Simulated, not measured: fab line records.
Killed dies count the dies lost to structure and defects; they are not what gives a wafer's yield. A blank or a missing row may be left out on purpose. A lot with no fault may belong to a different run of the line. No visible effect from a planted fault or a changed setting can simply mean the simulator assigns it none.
fab line records | flow gf180mcu
[record] lots = 15 | wafers = 45 | lastDay = 34
route steps=602 shown POLY_GATE@174 SAB@270 CONTACT@314 M1@319
lots that met no fault: from a run of the same line without faults
startH: the number of hours between the record's first day and the start of the first shown wafer of the lot | waitH: how many hours have passed since the lot's step before this one | " repeats the value in the row above | L1.1+2: a single row standing in for several wafers | - no value present, or no start provided | * or withheld: withheld | < > ~ a bound
route shown NAME@n: names a module that has steps shown in the file, with the first one's number in the route | usual: mean/standard deviation taken from wafers without a fault | same: alike in all rows | chamber/n: place in a boat | sites: the reading at each site | _std_site: standard deviation of those values | _edge_site: the outer-site mean with the inner-site mean subtracted | radiusMm: for every site, how far away it sits from the centre of the wafer | mask NAME#n: copy n | behind: the last tool/chamber to shape the wafer | hold: what put the lot on hold/how long, in hours/how the hold closed | device: whichever transistor did not switch (one of n, p or np) | end of line: the route-end tests of the same wafers | a step with no rows: only its recipe | killed: at the first sort, the dies lost to defects and structure; wafer yield is something else | map: dies across one wafer; x = killed, . = not, _ = none there
set.NAME: the setting that was run; set.NAME@STEP: the one run at that earlier step | model.NAME: the simulator's own value behind a step, which no gauge read
steps of the route over a sample of lots; a table a step, a row a wafer
services: a tool's chamber out of use, with start hour (startH, from the record's first day; less than 0 if before it), hours out, and reason
[[steps]]
[step GF_POLY_GATE_THK_MEAS_17]
[recipe] reads = SiO2_of_POLY_GATE_OXIDATION_16
[usual] POLY_GATE_OXIDATION_THK = 3.97/0.086
lot.wafer | tool         | chamber | startH | waitH | POLY_GATE_OXIDATION_THK[nm]
L885.3    | filmMetro-03 | -       | 205.87 | 0.0   | 3.91
L885.5    | "            | -       | "      | "     | 3.91
L885.6    | "            | -       | "      | "     | 3.93
L889.2    | filmMetro-04 | -       | 235.02 | 0.0   | 4.04
L889.3    | "            | -       | "      | "     | 4.05
L889.5    | "            | -       | "      | "     | 4.04
L890.1    | filmMetro-02 | -       | 240.36 | 0.0   | 4.17
L890.2    | "            | -       | "      | "     | 4.10
L890.4    | "            | -       | "      | "     | 4.19
L893.2    | filmMetro-03 | -       | 262.77 | 0.0   | 4.03
L893.3    | "            | -       | "      | "     | 3.95
L893.4    | "            | -       | "      | "     | 4.06
L894.1    | filmMetro-02 | -       | 270.32 | 0.0   | 3.94
L894.2    | "            | -       | "      | "     | 3.96
L894.4    | "            | -       | "      | "     | 4.00
L895.2    | filmMetro-03 | -       | 278.26 | 0.0   | 3.82
L895.3    | "            | -       | "      | "     | 3.98
L895.6    | "            | -       | "      | "     | 3.89
L897.2    | filmMetro-03 | -       | 293.51 | 0.0   | 4.10
L897.5    | "            | -       | "      | "     | 4.11
L897.6    | "            | -       | "      | "     | 4.07
L899.3    | filmMetro-04 | -       | 303.55 | 0.0   | 4.00
L899.5    | "            | -       | "      | "     | 4.11
L899.6    | "            | -       | "      | "     | 4.16
L900.1    | filmMetro-03 | -       | 314.34 | 0.0   | 3.99
L900.2    | "            | -       | "      | "     | 3.96
L900.3    | "            | -       | "      | "     | 3.90
L901.1    | filmMetro-04 | -       | 319.26 | 0.0   | 3.97
L901.2    | "            | -       | "      | "     | 3.97
L901.5    | "            | -       | "      | "     | 4.08
L902.3    | filmMetro-04 | -       | 325.44 | 0.0   | 4.00
L902.4    | "            | -       | "      | "     | 3.86
L902.6    | "            | -       | "      | "     | 3.99
L903.1    | filmMetro-03 | -       | 334.85 | 0.0   | 3.94
L903.4    | "            | -       | "      | "     | 3.86
L903.5    | "            | -       | "      | "     | 3.93
L904.1    | filmMetro-04 | -       | 338.90 | 0.0   | 3.85
L904.3    | "            | -       | "      | "     | 3.93
L904.6    | "            | -       | "      | "     | 3.87
L905.3    | filmMetro-03 | -       | 347.78 | 0.0   | 3.91
L905.5    | "            | -       | "      | "     | 3.93
L905.6    | "            | -       | "      | "     | 3.97
L906.2    | filmMetro-03 | -       | 354.56 | 0.0   | 3.93
L906.3    | "            | -       | "      | "     | 3.85
L906.5    | "            | -       | "      | "     | 3.98
[step GF_SAB_EXPOSE_06]
[recipe] maskId = SAB | targetCdNm = 420 | na = 0.6 | sourceShape = conventional | sigmaOuter = 0.6 | doseMj = 140
[usual] exposureDoseMJCm2 = 139.98/0.12 | focusOffsetNm = 0.0/0.57 | na = 0.6/0
lot.wafer | tool            | chamber | startH | waitH | mask  | exposureDoseMJCm2 | focusOffsetNm | na
L885.3    | ilineStepper-02 | 0       | 335.13 | -     | SAB#0 | 139.92            | -0.2          | 0.6
L885.5    | "               | 0       | "      | "     | SAB#0 | 139.96            | -0.8          | 0.6
L885.6    | "               | 0       | "      | "     | SAB#0 | 139.78            | 0.2           | 0.6
L889.2    | ilineStepper-01 | 0       | 371.08 | -     | SAB#0 | 140.05            | 0.2           | 0.6
L889.3    | "               | 0       | "      | "     | SAB#0 | 140.16            | -0.4          | 0.6
L889.5    | "               | 0       | "      | "     | SAB#0 | 140.08            | -0.1          | 0.6
L890.1    | ilineStepper-01 | 0       | 380.04 | -     | SAB#0 | 140.02            | 0.1           | 0.6
L890.2    | "               | 0       | "      | "     | SAB#0 | 140.13            | 1.3           | 0.6
L890.4    | "               | 0       | "      | "     | SAB#0 | 139.99            | -0.1          | 0.6
L893.2    | ilineStepper-01 | -       | 404.10 | -     | SAB#0 | -                 | -             | -
L893.3    | "               | -       | "      | "     | SAB#0 | -                 | -             | -
L893.4    | "               | -       | "      | "     | SAB#0 | -                 | -             | -
L894.1    | ilineStepper-01 | -       | 414.29 | -     | SAB#0 | -                 | -             | -
L894.2    | "               | -       | "      | "     | SAB#0 | -                 | -             | -
L894.4    | "               | -       | "      | "     | SAB#0 | -                 | -             | -
L895.2    | ilineStepper-02 | -       | 425.08 | -     | SAB#0 | -                 | -             | -
L895.3    | "               | -       | "      | "     | SAB#0 | -                 | -             | -
L895.6    | "               | -       | "      | "     | SAB#0 | -                 | -             | -
L897.2    | ilineStepper-01 | 0       | 443.46 | -     | SAB#0 | 139.83            | -0.7          | 0.6
L897.5    | "               | 0       | "      | "     | SAB#0 | 140.06            | 0.2           | 0.6
L897.6    | "               | 0       | "      | "     | SAB#0 | 139.90            | 0.4           | 0.6
L899.3    | ilineStepper-01 | 0       | 453.43 | -     | SAB#0 | 140.17            | 0.9           | 0.6
L899.5    | "               | 0       | "      | "     | SAB#0 | 139.99            | -0.3          | 0.6
L899.6    | "               | 0       | "      | "     | SAB#0 | 140.01            | -0.3          | 0.6
L900.1    | ilineStepper-01 | 0       | 469.99 | -     | SAB#0 | 139.69            | 0.0           | 0.6
L900.2    | "               | 0       | "      | "     | SAB#0 | 139.73            | 1.3           | 0.6
L900.3    | "               | 0       | "      | "     | SAB#0 | 140.19            | 1.1           | 0.6
L901.1    | ilineStepper-01 | 0       | 473.53 | -     | SAB#0 | 140.09            | -0.3          | 0.6
L901.2    | "               | 0       | "      | "     | SAB#0 | 140.17            | 0.1           | 0.6
L901.5    | "               | 0       | "      | "     | SAB#0 | 140.15            | 0.4           | 0.6
L902.3    | ilineStepper-01 | 0       | 485.09 | -     | SAB#0 | 140.08            | 1.0           | 0.6
L902.4    | "               | 0       | "      | "     | SAB#0 | 139.92            | 0.3           | 0.6
L902.6    | "               | 0       | "      | "     | SAB#0 | 139.92            | 0.8           | 0.6
L903.1    | ilineStepper-02 | 0       | 491.40 | -     | SAB#0 | 140.19            | -0.3          | 0.6
L903.4    | "               | 0       | "      | "     | SAB#0 | 140.11            | -0.2          | 0.6
L903.5    | "               | 0       | "      | "     | SAB#0 | 140.25            | -0.3          | 0.6
L904.1    | ilineStepper-02 | 0       | 495.39 | -     | SAB#0 | 140.12            | -0.8          | 0.6
L904.3    | "               | 0       | "      | "     | SAB#0 | 139.83            | -0.2          | 0.6
L904.6    | "               | 0       | "      | "     | SAB#0 | 139.94            | -0.2          | 0.6
L905.3    | ilineStepper-01 | 0       | 505.04 | -     | SAB#0 | 139.96            | -0.6          | 0.6
L905.5    | "               | 0       | "      | "     | SAB#0 | 139.91            | -0.4          | 0.6
L905.6    | "               | 0       | "      | "     | SAB#0 | 140.10            | -0.3          | 0.6
L906.2    | ilineStepper-01 | 0       | 513.61 | -     | SAB#0 | 139.86            | -0.4          | 0.6
L906.3    | "               | 0       | "      | "     | SAB#0 | 139.80            | -0.4          | 0.6
L906.5    | "               | 0       | "      | "     | SAB#0 | 139.90            | -0.7          | 0.6
[step GF_CONTACT_CMP_27]
[recipe] stopOn = SiO2 | downForcePsi = 3.5 | platenRpm = 60 | tOverpolishS = 15 | targetThkNm = 0 | padVelocityMS = 0.94248
[usual] edgeZonePressureFrac = 1.000/0.0048 | motorCurrentA = 11.5/1 | overpolishRunS = 14.998/0.0087 | timeToEndpointS = 73.5/2.1
lot.wafer | tool   | chamber | startH | waitH | edgeZonePressureFrac | motorCurrentA | overpolishRunS | timeToEndpointS
L885.3    | cmp-02 | 0       | 370.24 | 0.0   | 1.002                | 11.0          | 14.996         | 73.6
L885.6    | "      | 0       | "      | "     | 1.004                | 10.6          | 14.999         | 71.3
L885.5    | "      | 1       | "      | "     | 0.992                | 11.0          | 15.001         | 72.0
L889.3    | cmp-01 | 0       | 409.09 | 1.1   | 1.001                | 11.1          | 15.012         | 74.5
L889.2    | "      | 1       | "      | "     | 1.000                | 10.7          | 14.989         | 72.8
L889.5    | "      | 3       | "      | "     | 0.997                | 10.5          | 15.005         | 70.6
L890.4    | cmp-02 | 3       | 418.24 | 0.0   | 0.997                | 12.5          | 15.010         | 72.7
L890.1    | "      | 1       | "      | "     | 1.003                | 10.4          | 14.992         | 74.6
L890.2    | "      | 2       | "      | "     | 0.999                | 12.4          | 14.985         | 72.8
L897.2    | cmp-01 | 1       | 482.88 | 0.1   | 1.002                | 10.7          | 15.010         | 74.3
L897.5    | "      | 3       | "      | "     | 1.004                | 10.9          | 14.988         | 72.9
L897.6    | "      | 0       | "      | "     | 1.009                | 11.5          | 15.014         | 73.2
L899.3    | cmp-01 | 3       | 491.72 | 0.1   | 0.993                | 11.0          | 14.997         | 73.5
L899.5    | "      | 2       | "      | "     | 1.007                | 13.6          | 15.008         | 71.3
L899.6    | "      | 3       | "      | "     | 1.001                | 11.1          | 15.010         | 75.9
L900.2    | cmp-01 | 3       | 507.40 | 0.0   | 0.992                | 10.6          | 15.006         | 70.6
L900.1    | "      | 0       | "      | "     | 0.995                | 11.5          | 14.997         | 72.8
L900.3    | "      | 2       | "      | "     | 1.005                | 14.0          | 15.002         | 72.5
L901.1    | cmp-01 | 2       | 511.07 | 0.1   | 0.995                | 13.6          | 14.988         | 72.2
L901.2    | "      | 0       | "      | "     | 0.989                | 11.1          | 14.977         | 73.5
L901.5    | "      | 2       | "      | "     | 0.998                | 13.0          | 14.993         | 72.2
L902.3    | cmp-02 | 2       | 522.78 | 0.0   | 1.003                | 12.7          | 14.991         | 74.0
L902.4    | "      | 3       | "      | "     | 1.003                | 12.8          | 14.986         | 73.0
L902.6    | "      | 3       | "      | "     | 1.006                | 11.8          | 14.998         | 74.1
L903.1    | cmp-02 | 0       | 529.58 | 0.1   | 1.003                | 10.7          | 15.000         | 70.5
L903.4    | "      | 2       | "      | "     | 1.004                | 12.4          | 14.996         | 73.7
L903.5    | "      | 1       | "      | "     | 0.987                | 10.8          | 15.014         | 71.9
L904.1    | cmp-01 | 1       | 532.73 | 0.1   | 0.995                | 10.3          | 15.000         | 75.8
L904.3    | "      | 2       | "      | "     | 1.001                | 13.4          | 14.994         | 73.0
L904.6    | "      | 1       | "      | "     | 1.003                | 10.7          | 15.007         | 75.3
L905.3    | cmp-01 | 3       | 541.78 | 0.1   | 1.003                | 11.3          | 15.005         | 74.1
L905.5    | "      | 2       | "      | "     | 1.003                | 13.2          | 15.008         | 71.1
L905.6    | "      | 3       | "      | "     | 1.008                | 10.9          | 14.997         | 72.2
L906.3    | cmp-02 | 1       | 550.34 | 0.0   | 0.989                | 10.7          | 14.999         | 74.0
L906.2    | "      | 3       | "      | "     | 1.005                | 11.4          | 15.001         | 77.0
L906.5    | "      | 1       | "      | "     | 0.992                | 10.1          | 14.985         | 72.7
[step GF_M1_SPUTTER_04]
[recipe] material = TiN | targetThkNm = 50 | powerW = 6500 | timeS = 41.7 | chamberPressurePa = 0.4
[usual] throttleValvePct = 30.1/0.88
[same] timeS = 41.7
lot.wafer | tool          | chamber | startH | waitH | throttleValvePct
L885.3    | pvdSputter-04 | -       | 370.73 | 0.0   | 31.3
L885.5    | "             | -       | "      | "     | 31.1
L885.6    | "             | -       | "      | "     | 30.5
L889.2    | pvdSputter-02 | -       | 409.47 | 0.0   | 29.1
L889.3    | "             | -       | "      | "     | 29.1
L889.5    | "             | -       | "      | "     | 28.7
L890.1    | pvdSputter-02 | -       | 418.72 | 0.0   | 28.3
L890.2    | "             | -       | "      | "     | 29.3
L890.4    | "             | -       | "      | "     | 29.1
L897.2    | pvdSputter-02 | -       | 483.26 | 0.0   | 29.4
L897.5    | "             | -       | "      | "     | 29.2
L897.6    | "             | -       | "      | "     | 28.9
L899.3    | pvdSputter-02 | -       | 492.16 | 0.0   | 28.1
L899.5    | "             | -       | "      | "     | 29.3
L899.6    | "             | -       | "      | "     | 28.9
L900.1    | pvdSputter-02 | -       | 507.88 | 0.0   | 29.2
L900.2    | "             | -       | "      | "     | 29.3
L900.3    | "             | -       | "      | "     | 31.2
L901.1    | pvdSputter-02 | -       | 511.51 | 0.0   | 31.2
L901.2    | "             | -       | "      | "     | 28.1
L901.5    | "             | -       | "      | "     | 29.0
L902.3    | pvdSputter-03 | -       | 523.26 | 0.0   | 30.8
L902.4    | "             | -       | "      | "     | 28.9
L902.6    | "             | -       | "      | "     | 30.2
L903.1    | pvdSputter-04 | -       | 530.06 | 0.0   | 30.9
L903.4    | "             | -       | "      | "     | 30.2
L903.5    | "             | -       | "      | "     | 30.2
L904.1    | pvdSputter-04 | -       | 533.16 | 0.0   | 30.5
L904.3    | "             | -       | "      | "     | 30.8
L904.6    | "             | -       | "      | "     | 30.8
L905.3    | pvdSputter-03 | -       | 542.21 | 0.0   | 30.5
L905.5    | "             | -       | "      | "     | 30.4
L905.6    | "             | -       | "      | "     | 29.2
L906.2    | pvdSputter-02 | -       | 550.82 | 0.0   | 28.5
L906.3    | "             | -       | "      | "     | 31.1
L906.5    | "             | -       | "      | "     | 28.4
[[services]]
tool            | chamber | startH | hours | kind
pvdSputter-02   | -       | 343.19 | 14.8  | repair
ilineStepper-01 | -       | 349.01 | 3.2   | repair
cmp-02          | -       | 354.90 | 2.6   | repair
cmp-01          | -       | 376.59 | 0.2   | repair
cmp-02          | -       | 405.97 | 4.0   | pm
cmp-01          | -       | 408.19 | 0.8   | repair
cmp-02          | -       | 409.97 | -     | consumableReplace:conditioner
cmp-02          | -       | 409.97 | -     | consumableReplace:pad
cmp-02          | -       | 410.01 | 6.1   | repair
cmp-01          | -       | 422.09 | 2.4   | repair
ilineStepper-01 | -       | 428.51 | 4.4   | pm
ilineStepper-02 | -       | 434.77 | 3.6   | repair
ilineStepper-01 | -       | 445.23 | 1.7   | pm
ilineStepper-02 | -       | 457.19 | 1.7   | pm
cmp-02          | -       | 475.94 | 5.1   | pm
ilineStepper-01 | -       | 477.70 | 7.3   | repair
pvdSputter-03   | -       | 477.96 | 8.6   | repair
ilineStepper-02 | -       | 481.10 | 3.3   | repair
pvdSputter-04   | -       | 483.58 | 2.1   | repair
pvdSputter-03   | -       | 489.53 | 4.8   | repair
ilineStepper-01 | -       | 538.30 | 5.5   | repair
[[key]]
[firstSign] step = GF_SAB_EXPOSE_06 | reading = toolRecord | direction = missing
effect none on later readings
metAt GF_SAB_EXPOSE_06
struckLots L893,L894,L895
laterRowsLeftOut L893.2,L893.3,L893.4,L894.1,L894.2,L894.4,L895.2,L895.3,L895.6
sortLeftOut L893.2,L893.3,L893.4,L894.1,L894.2,L894.4,L895.2,L895.3,L895.6
testerLeftOut L893,L894,L895
notActingAt GF_POLY_GATE_THK_MEAS_17,GF_CONTACT_CMP_27,GF_M1_SPUTTER_04
onsetBetween 380.04 404.10
[fault] kind = skippedStepWhole | tool = ilineStepper-01,ilineStepper-02 | chamber = - | onsetH = 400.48 | steps = GF_SAB_EXPOSE_06 | scope = struckLotsOnly
// testerLeftOut: of these lots the tester's yield and bins aren't shown, on N5 and GAA mostly nor the transistor test; their killed dies are dies lost to structure and defects alone, not to doping, threshold or leakage, so they don't give the yield
// sortLeftOut: the simulated sort isn't trusted on such a fault, so these wafers' sort isn't shown, and their yield isn't known
// laterRowsLeftOut: the simulator's readings of these wafers behind a module that went badly wrong aren't trusted and aren't shown, but for the sort
